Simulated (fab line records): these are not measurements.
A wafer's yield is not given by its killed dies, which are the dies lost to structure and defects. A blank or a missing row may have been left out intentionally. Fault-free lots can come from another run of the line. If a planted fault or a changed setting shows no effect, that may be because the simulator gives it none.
Which tool is to blame? + flow gf180mcu + Sampling: 12 lots, 36 wafers, 5 of 602 route steps

## WHAT THE GAUGES SHOWED, per wafer
GF_STI_THK_MEAS_04. Usual: STI_CVD_03_THK typically reads 208.0 nm, with standard deviation 1.7.
| lot  | measured    | on            | STI_CVD_03_THK (nm) | flag |
|------|-------------|---------------|---------------------|------|
| L734 | day 1 13:34 | film_metro-01 | 209.4 209.5 208.9   |      |
| L735 | day 1 18:39 | film_metro-02 | 209.9 208.5 210.0   |      |
| L736 | day 2 00:33 | film_metro-01 | 209.6 208.0 208.6   |      |
| L737 | day 2 05:22 | film_metro-02 | 209.5 209.9 211.2   |      |
| L739 | day 2 14:34 | film_metro-02 | 209.8 208.9 209.3   |      |
| L740 | day 2 20:28 | film_metro-01 | 211.3 211.4 211.6   |      |
| L741 | day 3 01:23 | film_metro-02 | 208.5 208.9 207.3   |      |
| L748 | day 4 11:35 | film_metro-04 | 222.1 222.8 222.4   | OFF  |
| L750 | day 4 22:49 | film_metro-02 | 221.2 220.2 221.2   | OFF  |
| L751 | day 5 02:34 | film_metro-04 | 205.8 205.7 206.1   |      |
| L752 | day 5 09:07 | film_metro-04 | 206.6 205.8 205.6   |      |
| L757 | day 6 08:43 | film_metro-02 | 210.3 207.7 209.1   |      |

GF_PSD_CD_MEAS_07 targets a cd of 400 nm. Usual: cd_nm reads 400.6 nm (standard deviation 1.9).
| lot  | measured     | on        | cd_nm (nm)        | flag |
|------|--------------|-----------|-------------------|------|
| L734 | day 14 02:16 | cd_sem-01 | 401.0 399.3 399.0 |      |
| L735 | day 14 09:16 | cd_sem-01 | 397.9 398.5 396.2 |      |
| L736 | day 14 15:54 | cd_sem-01 | 404.0 404.5 403.1 |      |
| L737 | day 15 05:58 | cd_sem-01 | 399.7 401.0 401.4 |      |
| L739 | day 15 19:40 | cd_sem-02 | 398.8 401.7 399.8 |      |
| L740 | day 16 06:43 | cd_sem-01 | 401.8 402.6 402.2 |      |
| L741 | day 16 16:03 | cd_sem-02 | 398.1 399.3 399.9 |      |
| L748 | day 19 07:50 | cd_sem-02 | 399.6 399.2 400.4 |      |
| L750 | day 19 21:22 | cd_sem-01 | 400.5 398.7 399.3 |      |
| L751 | day 20 08:00 | cd_sem-01 | 398.1 400.7 402.3 |      |
| L752 | day 20 15:37 | cd_sem-02 | 400.5 400.4 399.3 |      |
| L757 | day 22 04:23 | cd_sem-02 | 399.5 398.9 396.5 |      |

GF_PSD_RS_MEAS_15: a four-point-probe measurement. Usual: PSD_RS typically reads 108.62 ohm/sq, with standard deviation 0.26.
| lot  | measured     | on            | PSD_RS (ohm/sq)      | flag |
|------|--------------|---------------|----------------------|------|
| L734 | day 14 03:04 | film_metro-02 | 108.03 108.32 108.38 |      |
| L735 | day 14 10:00 | film_metro-02 | 108.83 109.21 108.63 |      |
| L736 | day 14 16:38 | film_metro-02 | 108.81 108.65 108.66 |      |
| L737 | day 15 06:41 | film_metro-03 | 108.62 108.66 108.58 |      |
| L739 | day 15 20:23 | film_metro-02 | 108.66 108.72 109.15 |      |
| L740 | day 16 07:26 | film_metro-02 | 108.55 108.95 108.56 |      |
| L741 | day 16 16:46 | film_metro-02 | 108.60 108.61 108.78 |      |
| L748 | day 19 08:35 | film_metro-01 | 108.20 108.29 108.15 |      |
| L750 | day 19 22:08 | film_metro-02 | 108.29 108.43 108.27 |      |
| L751 | day 20 08:43 | film_metro-02 | 108.75 108.94 108.91 |      |
| L752 | day 20 16:20 | film_metro-03 | 109.07 108.75 109.00 |      |
| L757 | day 22 05:07 | film_metro-03 | 108.96 108.75 108.86 |      |

## TOOL THAT RAN EACH LOT (tool first, then ch and the chambers of the sampled wafers, then the start)
| lot  | GF_STI_CVD_03              | GF_STI_ETCH_13                    |
|------|----------------------------|-----------------------------------|
| L734 | lpcvd-02 ch 0, day 1 11:34 | rie_diel-03 ch 0,1,2, day 2 01:38 |
| L735 | lpcvd-02 ch 1, day 1 16:40 | rie_diel-04 ch 0,2,3, day 2 07:07 |
| L736 | lpcvd-01 ch 1, day 1 21:34 | rie_diel-03 ch 0,1, day 2 12:56   |
| L737 | lpcvd-01 ch 0, day 2 03:23 | rie_diel-04 ch 2,3, day 2 17:44   |
| L739 | lpcvd-02 ch 1, day 2 12:34 | rie_diel-02 ch 0,2,3, day 3 02:59 |
| L740 | lpcvd-01 ch 1, day 2 18:28 | rie_diel-03 ch 0,1,2, day 3 08:43 |
| L741 | lpcvd-02 ch 0, day 2 23:24 | rie_diel-04 ch 0,2,3, day 3 13:38 |
| L748 | lpcvd-02 ch 1, day 4 09:34 | rie_diel-02 ch 0,1,2, day 5 01:05 |
| L750 | lpcvd-02 ch 0, day 4 20:49 | rie_diel-02 ch 0,2, day 5 12:53   |
| L751 | lpcvd-01 ch 1, day 5 00:34 | rie_diel-03 ch 1,2, day 5 16:25   |
| L752 | lpcvd-01 ch 0, day 5 07:07 | rie_diel-03 ch 1,2, day 5 23:16   |
| L757 | lpcvd-01 ch 1, day 6 06:44 | rie_diel-04 ch 0,1,3, day 6 23:52 |
- GF_STI_CVD_03: deposits Si3N4 from DCS/NH3, target thk 207.16 nm, time 3551 s.
- GF_STI_ETCH_13: etches the open film in CHF3/O2, stops on Si, target depth 282.31 nm, time 112.9 s.

## WHAT THE TOOLS THEMSELVES READ (means of the sampled wafers that have a number; where no wafer has one, the mark that the record gives instead)
GF_STI_CVD_03. Usual: spike_tc_bottom_C reads 786 C (standard deviation 3.3).
| lot  | tool     | spike_tc_bottom_C (C) | flag |
|------|----------|-----------------------|------|
| L734 | lpcvd-02 | 786                   |      |
| L735 | lpcvd-02 | 783                   |      |
| L736 | lpcvd-01 | 790                   |      |
| L737 | lpcvd-01 | 788                   |      |
| L739 | lpcvd-02 | 783                   |      |
| L740 | lpcvd-01 | 790                   |      |
| L741 | lpcvd-02 | 787                   |      |
| L748 | lpcvd-02 | 783                   |      |
| L750 | lpcvd-02 | 787                   |      |
| L751 | lpcvd-01 | 791                   |      |
| L752 | lpcvd-01 | 788                   |      |
| L757 | lpcvd-01 | 790                   |      |

GF_STI_ETCH_13. Usual: drypump_motor_current_A 5.5 A, standard deviation 0.4; oes_product_au 0.834 a.u., standard deviation 0.0061; rf_fwd_power_W 596.7 W, standard deviation 2; throttle_valve_pct 8.810 %, standard deviation 0.0088.
| lot  | tool        | drypump_motor_current_A (A) | oes_product_au (a.u.) | rf_fwd_power_W (W) | throttle_valve_pct (%) | flag |
|------|-------------|-----------------------------|-----------------------|--------------------|------------------------|------|
| L734 | rie_diel-03 | 5.2                         | 0.838                 | 594.3              | 8.800                  |      |
| L735 | rie_diel-04 | 5.7                         | 0.834                 | 595.6              | 8.816                  |      |
| L736 | rie_diel-03 | 5.0                         | 0.835                 | 597.7              | 8.809                  |      |
| L737 | rie_diel-04 | 5.8                         | 0.845                 | 595.4              | 8.825                  |      |
| L739 | rie_diel-02 | 5.5                         | 0.840                 | 596.1              | 8.814                  |      |
| L740 | rie_diel-03 | 5.2                         | 0.844                 | 596.8              | 8.818                  |      |
| L741 | rie_diel-04 | 5.7                         | 0.833                 | 598.0              | 8.815                  |      |
| L748 | rie_diel-02 | 5.5                         | 0.870                 | 596.0              | 8.811                  | OFF  |
| L750 | rie_diel-02 | 5.1                         | 0.861                 | 598.2              | 8.816                  | OFF  |
| L751 | rie_diel-03 | 5.4                         | 0.828                 | 599.1              | 8.808                  |      |
| L752 | rie_diel-03 | 5.2                         | 0.828                 | 596.6              | 8.808                  |      |
| L757 | rie_diel-04 | 5.5                         | 0.839                 | 595.6              | 8.809                  |      |

## THE ANSWER, worked out from the rows above alone
Rule: a lot counts as off when the mean over its wafers that have a number is more than 3 standard deviations away from the usual mean. Also off: a lot with no number at a reading for which 4 or more lots have one. All remaining lots with rows at the step are treated as sound. The gauges are gone through in route order, then the tools' own readings, and for those a lot's mean is taken as printed above. The first step at which some lot is off is used, and at that step the reading that is off furthest; a lot without a number counts as furthest.
Off: at GF_STI_THK_MEAS_04 (STI_CVD_03_THK), L748, L750.
If a tool, at a process step before that reading, ran all the lots that are off and no sound lot after the first of them, it fits. The gauges at GF_STI_THK_MEAS_04 aren't tried: what is off there is off at GF_STI_ETCH_13 too, on other tools, and a gauge's error can't cause that. One candidate fits, namely lpcvd-02 at GF_STI_CVD_03. A fault onset in the window from L741 (day 2 23:24, its last sound lot) to L748 (day 4 09:34, its first lot off) fits.

## WHAT WAS PUT IN BY THE SIMULATOR
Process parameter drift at GF_STI_CVD_03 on lpcvd-02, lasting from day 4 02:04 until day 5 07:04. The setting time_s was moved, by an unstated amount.
Struck lots among those shown: L748, L750. The rule given above showed the same thing.
